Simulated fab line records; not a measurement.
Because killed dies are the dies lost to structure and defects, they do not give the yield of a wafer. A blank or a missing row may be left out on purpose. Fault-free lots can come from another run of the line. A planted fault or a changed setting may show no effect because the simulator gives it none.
A sampling plan put to the test ; flow gf180mcu ; one fab line, 29 faults that these records tell of, each judged on the records of the lots that it struck; 13 more are left out, because the records don't allow judging them
The plan consists of the line's own looks: route steps at which the wafer is read by a gauge or an inspection but not changed. Where struck wafers have a number at a look and the file lists that look's usual mean and standard deviation on fault-free wafers, the look can be judged. Caught: 4 or more of those standard deviations (sigma) separate the usual mean from the mean of the struck wafers at a look after the fault's first step. On the tool: the same test on the tool's own readings at the fault's steps. A different recipe on the struck wafers counts as caught too, as does a record blank only for those wafers.

== THE FAULTS, as the simulator had put them in ==
1. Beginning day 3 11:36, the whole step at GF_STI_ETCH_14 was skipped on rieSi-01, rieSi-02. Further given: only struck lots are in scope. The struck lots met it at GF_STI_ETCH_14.
2. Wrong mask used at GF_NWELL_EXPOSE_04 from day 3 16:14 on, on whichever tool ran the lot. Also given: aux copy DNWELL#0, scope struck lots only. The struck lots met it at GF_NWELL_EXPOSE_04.
3. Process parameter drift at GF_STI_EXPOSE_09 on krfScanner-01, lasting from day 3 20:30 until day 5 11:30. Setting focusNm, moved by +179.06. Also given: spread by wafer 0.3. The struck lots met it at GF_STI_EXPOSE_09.
4. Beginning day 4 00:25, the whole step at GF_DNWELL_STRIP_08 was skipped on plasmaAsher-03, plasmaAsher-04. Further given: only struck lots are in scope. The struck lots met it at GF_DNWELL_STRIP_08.
5. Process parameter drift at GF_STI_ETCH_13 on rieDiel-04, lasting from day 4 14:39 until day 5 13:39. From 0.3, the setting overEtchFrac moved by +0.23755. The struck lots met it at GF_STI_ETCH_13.
6. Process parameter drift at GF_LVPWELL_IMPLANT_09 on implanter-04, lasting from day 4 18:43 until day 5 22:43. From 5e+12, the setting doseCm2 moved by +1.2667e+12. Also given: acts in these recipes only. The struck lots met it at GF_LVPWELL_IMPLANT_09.
7. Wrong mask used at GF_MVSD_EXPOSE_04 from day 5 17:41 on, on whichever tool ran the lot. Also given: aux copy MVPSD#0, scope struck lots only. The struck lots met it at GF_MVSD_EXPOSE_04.
8. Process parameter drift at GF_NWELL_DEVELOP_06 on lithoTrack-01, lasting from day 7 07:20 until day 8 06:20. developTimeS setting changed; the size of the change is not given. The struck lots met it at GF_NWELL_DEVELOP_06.
9. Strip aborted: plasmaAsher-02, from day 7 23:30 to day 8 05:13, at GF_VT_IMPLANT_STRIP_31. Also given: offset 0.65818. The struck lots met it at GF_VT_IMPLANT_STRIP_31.
10. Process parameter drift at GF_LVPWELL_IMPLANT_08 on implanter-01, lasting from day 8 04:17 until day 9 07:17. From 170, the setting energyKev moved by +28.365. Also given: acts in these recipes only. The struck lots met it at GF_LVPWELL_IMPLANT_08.
11. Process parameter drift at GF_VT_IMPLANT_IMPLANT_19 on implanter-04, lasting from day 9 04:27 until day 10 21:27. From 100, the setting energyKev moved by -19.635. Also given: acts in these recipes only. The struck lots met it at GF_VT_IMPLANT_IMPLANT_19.
12. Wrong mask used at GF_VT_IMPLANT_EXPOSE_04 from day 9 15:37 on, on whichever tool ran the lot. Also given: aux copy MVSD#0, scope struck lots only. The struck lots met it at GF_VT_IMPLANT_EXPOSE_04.
13. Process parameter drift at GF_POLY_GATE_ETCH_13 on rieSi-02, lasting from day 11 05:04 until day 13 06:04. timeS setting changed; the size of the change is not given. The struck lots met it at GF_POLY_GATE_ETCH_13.
14. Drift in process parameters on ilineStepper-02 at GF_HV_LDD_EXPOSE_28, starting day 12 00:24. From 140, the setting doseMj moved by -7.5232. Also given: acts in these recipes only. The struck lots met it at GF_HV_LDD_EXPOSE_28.
15. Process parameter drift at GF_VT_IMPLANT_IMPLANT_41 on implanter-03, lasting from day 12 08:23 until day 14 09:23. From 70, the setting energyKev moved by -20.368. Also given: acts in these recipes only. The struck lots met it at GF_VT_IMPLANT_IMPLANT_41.
16. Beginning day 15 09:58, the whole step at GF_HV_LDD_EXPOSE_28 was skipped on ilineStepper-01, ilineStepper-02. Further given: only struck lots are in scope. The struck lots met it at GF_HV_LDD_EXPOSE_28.
17. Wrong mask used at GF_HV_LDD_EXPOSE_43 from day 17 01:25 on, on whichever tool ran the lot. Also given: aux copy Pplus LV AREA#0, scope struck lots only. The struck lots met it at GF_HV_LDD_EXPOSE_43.
18. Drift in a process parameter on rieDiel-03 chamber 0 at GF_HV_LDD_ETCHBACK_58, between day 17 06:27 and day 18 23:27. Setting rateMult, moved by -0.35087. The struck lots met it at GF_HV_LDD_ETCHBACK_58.
19. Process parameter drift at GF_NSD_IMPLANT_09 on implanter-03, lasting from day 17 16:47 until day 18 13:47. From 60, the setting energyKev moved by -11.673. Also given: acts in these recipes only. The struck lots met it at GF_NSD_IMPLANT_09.
20. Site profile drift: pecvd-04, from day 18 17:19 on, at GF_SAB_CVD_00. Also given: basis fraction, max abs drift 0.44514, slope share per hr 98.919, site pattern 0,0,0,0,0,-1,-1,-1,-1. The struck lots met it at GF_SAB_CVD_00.
21. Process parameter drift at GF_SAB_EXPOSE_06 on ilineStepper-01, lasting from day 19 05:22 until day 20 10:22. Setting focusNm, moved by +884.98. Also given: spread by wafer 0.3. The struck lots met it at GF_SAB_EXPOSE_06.
22. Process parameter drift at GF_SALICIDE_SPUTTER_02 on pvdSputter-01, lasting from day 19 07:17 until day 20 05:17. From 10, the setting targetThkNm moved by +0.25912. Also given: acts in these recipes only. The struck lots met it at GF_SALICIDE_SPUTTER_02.
23. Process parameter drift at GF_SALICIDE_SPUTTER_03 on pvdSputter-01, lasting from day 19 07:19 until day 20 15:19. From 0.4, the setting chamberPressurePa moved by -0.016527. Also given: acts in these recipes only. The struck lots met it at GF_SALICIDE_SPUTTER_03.
24. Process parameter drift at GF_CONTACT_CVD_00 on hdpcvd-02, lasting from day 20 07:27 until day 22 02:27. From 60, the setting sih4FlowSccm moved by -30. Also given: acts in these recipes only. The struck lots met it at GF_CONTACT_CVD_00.
25. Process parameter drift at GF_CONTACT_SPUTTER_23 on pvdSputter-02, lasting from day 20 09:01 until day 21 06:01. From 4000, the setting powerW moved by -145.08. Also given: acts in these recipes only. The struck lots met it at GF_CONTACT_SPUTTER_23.
26. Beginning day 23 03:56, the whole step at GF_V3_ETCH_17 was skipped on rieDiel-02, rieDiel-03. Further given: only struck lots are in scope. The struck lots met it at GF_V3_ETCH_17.
27. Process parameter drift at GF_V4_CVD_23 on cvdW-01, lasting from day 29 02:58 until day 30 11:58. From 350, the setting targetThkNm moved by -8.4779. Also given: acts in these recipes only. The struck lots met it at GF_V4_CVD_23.
28. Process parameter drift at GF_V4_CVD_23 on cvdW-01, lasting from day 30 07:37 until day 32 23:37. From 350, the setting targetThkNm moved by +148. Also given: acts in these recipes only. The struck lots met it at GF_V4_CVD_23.
29. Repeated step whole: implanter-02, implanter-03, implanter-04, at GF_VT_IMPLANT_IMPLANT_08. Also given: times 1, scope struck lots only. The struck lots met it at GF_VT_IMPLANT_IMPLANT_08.

== WHAT THE PLAN SAW ==
fault;on the tool itself;first look that catches it;reading, sigma;median hours from its first step to that look;hours from the fault's start to the first struck lot there;judged looks passed uncaught
1;the tool's record is blank for the struck wafers;no look after it can be judged;-;-;-;0
2;no reading that can be judged;GF_NWELL_TW_MEAS_11;NWELL_TW -96;6.7;7;0
3;exposureDoseMJCm2 -25 sigma;GF_STI_CD_MEAS_12;cdNm -5.3;6.3;23;0
4;the tool's record is blank for the struck wafers;GF_NWELL_TW_MEAS_11;NWELL_TW -96;13.1;15;0
5;oesProductAu -10 sigma;not the one look that can be judged after it;-;-;-;1
6;doseIonsCm2 +99 or beyond sigma;GF_VT_IMPLANT_RS_MEAS_48;LVPWELL_RS -13;93.5;100;0
7;no reading that can be judged;GF_MVSD_TW_MEAS_11;MVSD_TW -77;7.8;13;0
8;under 2 sigma;GF_NWELL_TW_MEAS_11;NWELL_TW -5.6;1.1;3;0
9;oesProductAu +53 sigma;GF_VT_IMPLANT_TW_MEAS_43;VT_IMPLANT_4_TW -99 or beyond;16.8;22;0
10;beamEnergyKeV +99 or beyond sigma;GF_VT_IMPLANT_RS_MEAS_48;LVPWELL_RS -10;113.4;113;0
11;beamEnergyKeV -99 or beyond sigma;GF_VT_IMPLANT_TW_MEAS_21;VT_IMPLANT_2_TW -8.4;0.2;4;0
12;no reading that can be judged;GF_VT_IMPLANT_TW_MEAS_10;VT_IMPLANT_TW -99 or beyond;8.6;11;0
13;runLengthS -40 sigma;no look after it can be judged;-;-;-;0
14;exposureDoseMJCm2 -53 sigma;GF_HV_LDD_CD_MEAS_31;cdNm -6.7;9.9;12;0
15;beamEnergyKeV -99 or beyond sigma;GF_VT_IMPLANT_TW_MEAS_43;VT_IMPLANT_4_TW -12;0.2;2;0
16;no reading that can be judged;no look after it can be judged;-;-;-;0
17;under 2 sigma;GF_HV_LDD_TW_MEAS_50;HV_LDD_4_TW -77;11.5;14;0
18;oesProductAu -8.0 sigma;no look after it can be judged;-;-;-;0
19;beamEnergyKeV -99 or beyond sigma;GF_NSD_TW_MEAS_12;NSD_TW -4.8;0.4;7;0
20;under 2 sigma;GF_SAB_THK_MEAS_01;SAB_CVD_00_THK -13;0.0;7;0
21;under 2 sigma;GF_SAB_CD_MEAS_09;cdNm -44;12.1;19;0
22;under 2 sigma;no look after it can be judged;-;-;-;0
23;chamberPressurePa -20 sigma;none of the 7 looks that can be judged after it;-;-;-;7
24;sih4FlowSccm -99 or beyond sigma;GF_CONTACT_THK_MEAS_01;CONTACT_CVD_00_THK -54;0.0;6;0
25;cathodeDcPowerW -99 or beyond sigma;no look after it can be judged;-;-;-;0
26;the tool's record is blank for the struck wafers;no look after it can be judged;-;-;-;0
27;under 2 sigma;not the one look that can be judged after it;-;-;-;1
28;under 2 sigma;GF_V4_RS_MEAS_24;V4_W_RS -26;0.1;9;0
29;no reading that can be judged;GF_VT_IMPLANT_TW_MEAS_10;VT_IMPLANT_TW +35;0.6;-;0
A dash: this means the fault isn't caught or the number doesn't appear in these records.

Caught at a look: 19 of 29. Caught on the tool: 17 of 29. By one or the other: 26 of 29.
Caught on the tool alone: faults 1, 5, 13, 18, 23, 25, 26.
Caught at a look alone: faults 2, 7, 8, 12, 17, 20, 21, 28, 29.
Caught by neither: faults 16, 22, 27.

== THINNER SAMPLING ==
Were the look that catches a fault to measure just every second or every third lot (counted by lot number), the first struck lot would, at worst, be measured this late:
fault;struck lots at that look, in order of time;every lot;every second lot;every third lot
2;L644;7 h;may miss it;may miss it
3;L594;23 h;may miss it;may miss it
4;L735, L736;15 h;25 h;may miss all 2
6;L889, L890;100 h;104 h;may miss all 2
7;L148;13 h;may miss it;may miss it
8;L518, L519;3 h;8 h;may miss all 2
9;L701;22 h;may miss it;may miss it
10;L957, L959, L960;113 h;133 h;may miss all 3
11;L955, L954, L956;4 h;4 h;15 h
12;L181;11 h;may miss it;may miss it
14;L950, L954;12 h;may miss all 2;may miss all 2
15;L652, L654;2 h;may miss all 2;may miss all 2
17;L116;14 h;may miss it;may miss it
19;L879, L880;7 h;20 h;may miss all 2
20;L622, L626;7 h;may miss all 2;may miss all 2
21;L736, L737;19 h;19 h;may miss all 2
24;L376, L378;6 h;may miss all 2;may miss all 2
28;L427, L428, L429;9 h;19 h;22 h
Hours: fault start to first struck lot measured. 4 sigma limit: tested on the pooled struck wafers, so a lone lot may be under it. Other struck lots may not be in these records.

== THE LONGEST TIMED WAY FROM STEP TO LOOK ==
Fault 10: a median of 113.4 hours passes between GF_LVPWELL_IMPLANT_08 and GF_VT_IMPLANT_RS_MEAS_48. No look between them can be judged.
